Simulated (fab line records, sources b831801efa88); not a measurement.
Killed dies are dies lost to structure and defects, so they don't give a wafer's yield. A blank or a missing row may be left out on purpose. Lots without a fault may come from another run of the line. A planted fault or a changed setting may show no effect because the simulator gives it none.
Which tool did it? | flow sky130 | 13 lots, 37 wafers sampled, at 5 steps of a route of 708

WHAT THE GAUGES READ, wafer by wafer
SKY_VT_ADJUST_PCH_OVL_MEAS_07. Usual: VT_ADJUST_PCH_OVL 0.7 nm, standard deviation 1.4.
lot  | measured     | on         | VT_ADJUST_PCH_OVL (nm) | flag
L720 | day 10 02:03 | overlay-01 | 2.0 0.9 2.1            |
L722 | day 10 19:41 | overlay-01 | 3.0 2.6 2.4            |
L723 | day 11 01:26 | overlay-02 | -0.6 -0.2 -1.3         |
L724 | day 11 09:20 | overlay-01 | 2.0 0.2 1.6            |
L725 | day 11 15:22 | overlay-01 | 2.1 1.3 2.6            |
L726 | day 12 13:56 | overlay-02 | 2.1 0.7 0.8            |
L727 | day 14 04:13 | overlay-02 | 0.9 -1.3 0.3           |
L728 | day 14 05:51 | overlay-02 | -1.5 -1.2 -0.5         |
L730 | day 14 06:10 | overlay-02 | -0.2 0.1 1.4           |
L733 | day 15 02:29 | overlay-01 | 0.4 2.9 2.0            |
L736 | day 15 15:33 | overlay-02 | 1.8 1.9 3.9            |
L738 | day 16 06:37 | overlay-02 | -1.5 -1.2              |
L739 | day 16 08:31 | overlay-02 | 0.2 -0.4               |

SKY_SD_P_TW_MEAS_11. Usual: SD_P_TW 2809, standard deviation 28.
lot  | measured     | on            | SD_P_TW        | flag
L720 | day 26 02:38 | film_metro-04 | 2832 2825 2829 |
L722 | day 26 01:07 | film_metro-02 | 2811 2818 2814 |
L723 | day 27 06:27 | film_metro-04 | 2834 2848 2830 |
L724 | day 27 07:05 | film_metro-01 | 2784 2775 2778 |
L725 | day 27 05:58 | film_metro-04 | 2837 2839 2845 |
L726 | day 28 16:18 | film_metro-02 | 2807 2809 2818 |
L727 | day 28 15:05 | film_metro-01 | 2766 2769 2766 |
L728 | day 29 14:04 | film_metro-02 | 2807 2816 2817 |
L730 | day 29 18:44 | film_metro-04 | 2829 2841 2841 |
L733 | day 30 20:17 | film_metro-04 | 2836 2847 2850 |
L736 | day 31 08:59 | film_metro-02 | 2800 2802 2808 |
L738 | day 31 19:22 | film_metro-01 | 29 2752        | OFF
L739 | day 31 22:25 | film_metro-01 | 29 2759        | OFF

WHICH TOOL RAN EACH LOT (tool, then ch and the chambers of the sampled wafers, then the start)
lot  | SKY_NWELL_RTA_28                 | SKY_SPACER_ETCHBACK_02             | SKY_SD_P_DEVELOP_06
L720 | rtp_anneal-02 ch 0, day 5 03:02  | rie_diel-02 ch 0,3, day 23 15:35   | litho_track-01 ch 0, day 26 02:05
L722 | rtp_anneal-02 ch 0, day 5 18:01  | rie_diel-04 ch 0,1,2, day 23 14:23 | litho_track-02 ch 0, day 26 00:35
L723 | rtp_anneal-01 ch 0, day 5 23:49  | rie_diel-01 ch 0,1,3, day 24 20:58 | litho_track-02 ch 0, day 27 05:53
L724 | rtp_anneal-01 ch 0, day 6 05:51  | rie_diel-02 ch 0,1, day 24 20:58   | litho_track-02 ch 0, day 27 06:29
L725 | rtp_anneal-02 ch 0, day 6 10:34  | rie_diel-01 ch 0,2,3, day 24 19:45 | litho_track-01 ch 0, day 27 05:25
L726 | rtp_anneal-02 ch 0, day 7 03:02  | rie_diel-02 ch 0,1, day 26 06:19   | litho_track-02 ch 0, day 28 15:44
L727 | rtp_anneal-02 ch 0, day 7 17:52  | rie_diel-01 ch 0,2, day 26 04:55   | litho_track-01 ch 0, day 28 14:25
L728 | rtp_anneal-01 ch 0, day 8 02:13  | rie_diel-02 ch 1,2,3, day 27 05:08 | litho_track-02 ch 0, day 29 13:32
L730 | rtp_anneal-02 ch 0, day 8 04:42  | rie_diel-01 ch 0,1, day 27 08:37   | litho_track-03 ch 0, day 29 18:11
L733 | rtp_anneal-01 ch 0, day 8 23:49  | rie_diel-04 ch 1,2,3, day 28 11:21 | litho_track-01 ch 0, day 30 19:44
L736 | rtp_anneal-02 ch 0, day 9 11:41  | rie_diel-02 ch 0,3, day 29 00:01   | litho_track-03 ch 0, day 31 08:27
L738 | rtp_anneal-01 ch 0, day 10 01:02 | rie_diel-04 ch 2, day 29 11:55     | litho_track-02 ch 0, day 31 18:50
L739 | rtp_anneal-02 ch 0, day 10 01:41 | rie_diel-01 ch 2, day 29 14:28     | litho_track-02 ch 0, day 31 21:52
- SKY_NWELL_RTA_28: time 30 s.
- SKY_SPACER_ETCHBACK_02: etches Si3N4 in CH3F/O2, stops on SiO2, time 46.7 s, target depth 45 nm.
- SKY_SD_P_DEVELOP_06: develop time 60 s.

WHAT THE TOOLS THEMSELVES READ (means of the sampled wafers that have a number; where no wafer has one, the mark that the record gives instead)
SKY_NWELL_RTA_28. Usual: lamp_power_pct 25.31 %, standard deviation 0.051; ramp_down_c_per_s 90.000, standard deviation 0.015; wafer_temp_C_max 1055.0, standard deviation 0.92.
lot  | tool          | lamp_power_pct (%) | ramp_down_c_per_s | wafer_temp_C_max | flag
L720 | rtp_anneal-02 | 25.30              | 90.012            | 1054.5           |
L722 | rtp_anneal-02 | 25.29              | 89.994            | 1054.8           |
L723 | rtp_anneal-01 | 25.29              | 90.006            | 1054.5           |
L724 | rtp_anneal-01 | 25.28              | 90.002            | 1055.1           |
L725 | rtp_anneal-02 | 25.31              | 90.004            | 1055.8           |
L726 | rtp_anneal-02 | 25.29              | 90.006            | 1054.9           |
L727 | rtp_anneal-02 | 25.24              | 89.994            | 1054.4           |
L728 | rtp_anneal-01 | 25.31              | 89.988            | 1054.9           |
L730 | rtp_anneal-02 | 25.36              | 90.020            | 1054.8           |
L733 | rtp_anneal-01 | 25.33              | 89.992            | 1054.2           |
L736 | rtp_anneal-02 | 25.28              | 90.006            | 1054.5           |
L738 | rtp_anneal-01 | 25.38              | 89.998            | 1054.8           |
L739 | rtp_anneal-02 | 25.26              | 90.005            | 1054.5           |

SKY_SPACER_ETCHBACK_02. Usual: chamber_pressure_mTorr 25.001 mTorr, standard deviation 0.02; drypump_motor_current_A 5.6 A, standard deviation 0.54; oes_product_au 0.851 a.u., standard deviation 0.0059; throttle_valve_pct 10.562 %, standard deviation 0.0093.
lot  | tool        | chamber_pressure_mTorr (mTorr) | drypump_motor_current_A (A) | oes_product_au (a.u.) | throttle_valve_pct (%) | flag
L720 | rie_diel-02 | 25.011                         | 5.4                         | 0.844                 | 10.569                 |
L722 | rie_diel-04 | 25.001                         | 5.6                         | 0.845                 | 10.568                 |
L723 | rie_diel-01 | 24.993                         | 5.5                         | 0.851                 | 10.566                 |
L724 | rie_diel-02 | 25.000                         | 5.6                         | 0.851                 | 10.564                 |
L725 | rie_diel-01 | 25.025                         | 5.9                         | 0.849                 | 10.561                 |
L726 | rie_diel-02 | 25.000                         | 5.6                         | 0.843                 | 10.567                 |
L727 | rie_diel-01 | 25.003                         | 6.5                         | 0.853                 | 10.569                 |
L728 | rie_diel-02 | 25.002                         | 5.3                         | 0.855                 | 10.567                 |
L730 | rie_diel-01 | 24.987                         | 5.8                         | 0.854                 | 10.560                 |
L733 | rie_diel-04 | 25.016                         | 5.7                         | 0.848                 | 10.563                 |
L736 | rie_diel-02 | 25.005                         | 5.3                         | 0.856                 | 10.558                 |
L738 | rie_diel-04 | 25.001                         | 5.5                         | 0.851                 | 10.559                 |
L739 | rie_diel-01 | 24.998                         | 6.5                         | 0.854                 | 10.568                 |

THE ANSWER, worked out from the rows above alone
Rule: a lot is off if the mean of its wafers that have a number lies more than 3 standard deviations from the usual mean. A lot without any number at a reading at which 4 lots or more have one is off too. The other lots that the step has rows for count as sound. The gauges are gone through in route order, then the tools' own readings, and for those a lot's mean is taken as printed above. The first step at which some lot is off is used, and at that step the reading that is off furthest; a lot without a number counts as furthest.
Off: L738, L739, at SKY_SD_P_TW_MEAS_11 (SD_P_TW).
A tool fits if, at a process step before that reading, it ran every lot that is off, and no sound lot after the first of them. The gauges at SKY_SD_P_TW_MEAS_11 are tried like those tools. Can't be told from this: 2 tools fit, litho_track-02 at SKY_SD_P_DEVELOP_06, film_metro-01 at SKY_SD_P_TW_MEAS_11.

WHAT THE SIMULATOR HAD PUT IN
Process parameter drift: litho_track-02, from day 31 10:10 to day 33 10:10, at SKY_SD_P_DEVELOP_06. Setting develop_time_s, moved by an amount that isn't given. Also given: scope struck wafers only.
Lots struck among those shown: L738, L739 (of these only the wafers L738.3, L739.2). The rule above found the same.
